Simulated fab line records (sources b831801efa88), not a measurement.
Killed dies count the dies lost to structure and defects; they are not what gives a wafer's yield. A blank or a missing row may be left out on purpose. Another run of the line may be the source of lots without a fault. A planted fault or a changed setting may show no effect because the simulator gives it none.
The tool behind it: which one? + flow sky130 + Sampling: 12 lots, 36 wafers, 3 of 708 route steps

## WHAT THE GAUGES SHOWED, per wafer
SKY_VIA4_OVL_MEAS_11. Usual: VIA4_OVL gives 0.5 nm (standard deviation 1.6).
| lot  | measured     | on         | VIA4_OVL (nm)  | flag |
|------|--------------|------------|----------------|------|
| L552 | day 42 00:58 | overlay-01 | -0.5 -0.6 2.1  |      |
| L555 | day 43 05:53 | overlay-02 | 2.5 3.3 3.2    |      |
| L557 | day 44 08:43 | overlay-02 | 0.8 2.2 2.4    |      |
| L558 | day 44 11:28 | overlay-01 | -0.3 -1.0 -0.9 |      |
| L559 | day 44 18:43 | overlay-01 | 1.9 3.1 1.5    |      |
| L560 | day 45 00:01 | overlay-01 | 0.8 0.5 -1.5   |      |
| L562 | day 45 09:02 | overlay-02 | 2.0 -0.7 1.7   |      |
| L563 | day 45 11:53 | overlay-01 | 0.8 0.6 0.8    |      |
| L565 | day 45 23:02 | overlay-01 | -1.6 -1.2 -0.1 |      |
| L571 | day 47 17:04 | overlay-01 | -1.3 -0.9 -0.8 |      |
| L572 | day 48 06:44 | overlay-02 | 0.9 2.5 0.6    |      |
| L573 | day 48 18:07 | overlay-01 | -2.0 0.1 -0.2  |      |

## WHAT TOOL EACH LOT RAN ON (gives the tool, then ch and the chambers of the sampled wafers, and finally the start)
| lot  | SKY_CAP2M_SPUTTER_02         | SKY_VIA4_CMP_02               |
|------|------------------------------|-------------------------------|
| L552 | pvd_sputter-02, day 38 22:03 | cmp-01 ch 0,1, day 41 01:14   |
| L555 | pvd_sputter-04, day 40 04:47 | cmp-01 ch 0,1,2, day 42 06:23 |
| L557 | pvd_sputter-04, day 41 10:02 | cmp-01 ch 2,3, day 43 10:20   |
| L558 | pvd_sputter-02, day 41 13:29 | cmp-01 ch 1,2,3, day 43 13:02 |
| L559 | pvd_sputter-03, day 41 20:37 | cmp-02 ch 0,1,3, day 43 20:44 |
| L560 | pvd_sputter-03, day 42 04:20 | cmp-01 ch 0,1,2, day 44 03:17 |
| L562 | pvd_sputter-02, day 42 12:07 | cmp-02 ch 0,2,3, day 44 11:00 |
| L563 | pvd_sputter-03, day 42 14:53 | cmp-01 ch 1,3, day 44 14:50   |
| L565 | pvd_sputter-02, day 43 05:38 | cmp-02 ch 0,1,3, day 45 02:02 |
| L571 | pvd_sputter-04, day 45 00:55 | cmp-02 ch 0,2,3, day 46 20:55 |
| L572 | pvd_sputter-02, day 45 16:11 | cmp-02 ch 0,1, day 47 11:14   |
| L573 | pvd_sputter-03, day 46 07:07 | cmp-01 ch 0,3, day 48 00:06   |
- SKY_CAP2M_SPUTTER_02: material TiN, target thk 200 nm, time 166.7 s.
- SKY_VIA4_CMP_02: polishes SiO2.

## AS READ BY THE TOOLS THEMSELVES (means over the sampled wafers that have a number; for cases with no such wafer, the mark the record gives instead)
SKY_CAP2M_SPUTTER_02. Usual: chamber_pressure_pa 0.4001 Pa, standard deviation 0.00083; susceptor_temp_C 300.04 C, standard deviation 0.18; throttle_valve_pct 30.0 %, standard deviation 1.2.
| lot  | tool           | chamber_pressure_pa (Pa) | susceptor_temp_C (C) | throttle_valve_pct (%) | flag |
|------|----------------|--------------------------|----------------------|------------------------|------|
| L552 | pvd_sputter-02 | 0.4008                   | 299.95               | 29.8                   |      |
| L555 | pvd_sputter-04 | 0.4009                   | 300.14               | 32.2                   |      |
| L557 | pvd_sputter-04 | 0.4003                   | 300.19               | 31.1                   |      |
| L558 | pvd_sputter-02 | 0.3999                   | 299.77               | 29.8                   |      |
| L559 | pvd_sputter-03 | 0.4003                   | 300.13               | 30.3                   |      |
| L560 | pvd_sputter-03 | 0.4004                   | 300.02               | 29.8                   |      |
| L562 | pvd_sputter-02 | 0.4002                   | 300.06               | 29.6                   |      |
| L563 | pvd_sputter-03 | 0.4004                   | 300.07               | 29.2                   |      |
| L565 | pvd_sputter-02 | 0.4000                   | 299.94               | 29.0                   |      |
| L571 | pvd_sputter-04 | 0.4005                   | 299.95               | 28.7                   |      |
| L572 | pvd_sputter-02 | 0.3997                   | 299.95               | 29.7                   |      |
| L573 | pvd_sputter-03 | 0.4002                   | 300.01               | 29.9                   |      |

SKY_VIA4_CMP_02. Usual: motor_current_A reads 11.3 A (standard deviation 1.1).
| lot  | tool   | motor_current_A (A) | flag |
|------|--------|---------------------|------|
| L552 | cmp-01 | 10.3                |      |
| L555 | cmp-01 | 10.7                |      |
| L557 | cmp-01 | 11.3                |      |
| L558 | cmp-01 | 10.9                |      |
| L559 | cmp-02 | 11.8                |      |
| L560 | cmp-01 | 11.1                |      |
| L562 | cmp-02 | 11.3                |      |
| L563 | cmp-01 | 10.6                |      |
| L565 | cmp-02 | 12.0                |      |
| L571 | cmp-02 | 11.4                |      |
| L572 | cmp-02 | 12.1                |      |
| L573 | cmp-01 | 11.2                |      |

## THE ANSWER, worked out from the rows above alone
Rule: lot off if the mean of its wafers having a number is beyond 3 standard deviations from the usual mean. A lot without any number at a reading at which 4 lots or more have one is off too. Any other lot the step has rows for is counted as sound. The gauges are gone through in route order, then the tools' own readings, and for those a lot's mean is taken as printed above. The first step at which some lot is off is used, and at that step the reading that is off furthest; a lot without a number counts as furthest.
No lot is off at any reading shown: from this, nothing can be told.

## WHAT THE SIMULATOR PUT IN
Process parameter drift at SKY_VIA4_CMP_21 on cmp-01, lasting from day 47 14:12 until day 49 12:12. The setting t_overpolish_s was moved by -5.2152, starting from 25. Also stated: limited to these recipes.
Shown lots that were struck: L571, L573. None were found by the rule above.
